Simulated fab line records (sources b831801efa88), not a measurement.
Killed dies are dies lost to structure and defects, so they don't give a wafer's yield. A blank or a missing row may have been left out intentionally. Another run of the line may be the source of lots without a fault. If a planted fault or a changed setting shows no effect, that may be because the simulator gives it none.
A struck lot beside a sound one | flow gf180mcu | 15 steps out of a route of 602
Sound: wafers L649.3, L649.4, L649.6. Wafers struck: L664.3, L664.5. The cause is named last.
Each step with rows lists, per side, the tool, then ch with its chambers, then its first start. Under that, the readings that differ: sound wafers | struck wafers | difference of the means | sigmas: that difference in standard deviations of wafers without a fault.
alike: same words and numbers on both sides, and readings whose means sit less than 2 such deviations apart. not compared: any withheld reading, any reading some wafer has no value for, any bound like >300 that may hide the same value, and any number with overlapping values for which the record gives no deviation.
The two part at a step that has a row with sigmas, a row that says differs or no value, or rows on one side only. Numbers that have no deviation but don't overlap get no sigmas and don't part them. Lack of a reading on every wafer of one side parts them only where that side has two or more wafers.

GF_POLY_GATE_CD_MEAS_10: target cd 280 nm.
  sound: cd sem-02 at day 9 15:00; struck: cd sem-02 at day 13 22:31
  alike: cd nm
GF_POLY_GATE_OVL_MEAS_11:
  sound: overlay-01 at day 9 15:05; struck: overlay-01 at day 13 22:37
  alike: POLY_GATE_OVL
GF_POLY_GATE_ETCH_12: etches BARC in N2/H2.
  sound on rie diel-04 ch 1,2,3, day 9 15:07; struck on rie diel-01 ch 1,3, day 13 22:38
  reading                | sound                | struck        | difference | sigmas
  throttle valve pct (%) | 13.226 13.222 13.225 | 13.204 13.208 | -0.018     | -2
  alike: drypump motor current A, oes product au
GF_POLY_GATE_ETCH_13: etches poly-Si in HBr/Cl2, stops on SiO2, target depth 198.5 nm, time 69.6 s.
  sound on rie si-01 ch 1,3, day 9 15:10; struck on rie si-01 ch 0,1, day 13 22:41
  alike: drypump motor current A, oes product au, throttle valve pct
  not compared: rf hours counter h
GF_POLY_GATE_STRIP_14: strips in O2/N2.
  sound on plasma asher-03 ch 0,1, day 9 15:16; struck on plasma asher-03 ch 0,1, day 13 22:47
  alike: drypump motor current A, heater power w, oes product au, platen temp c
  not compared: rf hours counter h
then, 2 steps without rows for these wafers: GF_POLY_GATE_CLEAN_15 (cleans in SC1/SC2, time 150 s); GF_POLY_GATE_OXIDATION_16 (stabilise 600 s, purge 300 s, target thk 4 nm).
GF_POLY_GATE_THK_MEAS_17:
  sound: film metro-01 at day 9 16:38; struck: film metro-03 at day 14 04:07
  alike: POLY_GATE_OXIDATION_THK
GF_POLY_GATE_CD_MEAS_18:
  sound: cd sem-01 at day 9 16:44; struck: cd sem-01 at day 14 04:13
  reading    | sound             | struck      | difference | sigmas
  cd nm (nm) | 283.2 282.6 283.6 | 280.2 278.6 | -3.7       | -2
then, 3 steps without rows for these wafers: GF_HV_LDD_DEHYDRATE_00 (time 60 s); GF_HV_LDD_HMDS_01 (prime time 60 s); GF_HV_LDD_COAT_02 (resist thk 1000 nm).
GF_HV_LDD_SOFTBAKE_03: time 60 s.
  sound on litho track-04 ch 0, day 10 01:53; struck on litho track-04 ch 0, day 14 13:53
  reading                  | sound             | struck      | difference | sigmas
  heater power total W (W) | 56.56 56.60 56.57 | 57.35 57.41 | +0.80      | +19
  run length s (s)         | 88.82 88.85 88.88 | 86.84 86.88 | -1.99      | -12
  alike: chill plate temp C, resist line temp C
then, 1 step without rows for these wafers: GF_HV_LDD_EXPOSE_04 (exposes mask Nplus LV AREA, target cd 400 nm).
-- record jumps: 19 days separate the struck wafers' starts on either side; left off in module HV_LDD, taken up again in module PASSIVATION, whose first shown step is the route's number 602 --
GF_PASSIVATION_PROBE_99:
  only the struck wafers here have rows in the record (prober-01, day 33 16:43); the sound ones have none

## WHERE THEY PART
Last at GF_PASSIVATION_PROBE_99 as far as this record goes, first at GF_POLY_GATE_ETCH_12.

WHY: what the simulator had put in
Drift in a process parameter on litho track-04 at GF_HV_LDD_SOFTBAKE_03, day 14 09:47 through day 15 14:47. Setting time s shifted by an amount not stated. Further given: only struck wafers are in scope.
